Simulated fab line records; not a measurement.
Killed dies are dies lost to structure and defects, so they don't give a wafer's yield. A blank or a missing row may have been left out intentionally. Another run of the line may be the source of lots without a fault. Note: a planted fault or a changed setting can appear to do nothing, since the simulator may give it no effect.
Matching of chambers    flow sky130    cmp-01 running SKY_CONTACT_CMP_04: 4 sister chambers
The step polishes SiO2. 4 wafers are shown with their chamber, then 7 later ones without.

== WAFERS PAIRED WITH THEIR CHAMBERS ==
wafer   chamber  motor_current_A (A)
L167.2  0        11.6
L167.5  2        12.0
L176.1  1        12.0
L176.3  3        12.5

== WAFERS WHOSE CHAMBER IS MISSING ==
wafer   motor_current_A (A)
L176.4  12.1
L177.1  12.3
L177.3  11.2
L177.6  12.5
L179.3  11.6
L179.4  12.3
L179.6  12.8

== THE CHAMBER EACH PASSED THROUGH ==
wafer    from the rows above                 in truth
L176.4   can't be placed: 1 or 2 or 3 or 0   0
L177.1   can't be placed: 3 or 1 or 2        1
L177.3   can't be placed: 0 or 1 or 2        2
L177.6   3                                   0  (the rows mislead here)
L179.3   can't be placed: 0 or 1 or 2        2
L179.4   can't be placed: 3 or 1 or 2        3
L179.6   3                                   3
Placed correctly: 1 of 7. From these rows, 5 cannot be placed; in 5 the true chamber is one of the candidates. Number placed wrongly: 1.
How it was worked out, from the rows above alone: a wafer's distance from a chamber is the root of the sum, over the readings, of the square of ((its reading less the chamber's mean) divided by the reading's scatter). The wafer belongs to the nearest chamber; if the next one is less than 2 further off, it can't be placed. A chamber's mean is the mean of its shown wafers. The scatter (one wafer shown for each chamber): square how far every hidden wafer sits from the nearest shown wafer, average those squares and take the square root.
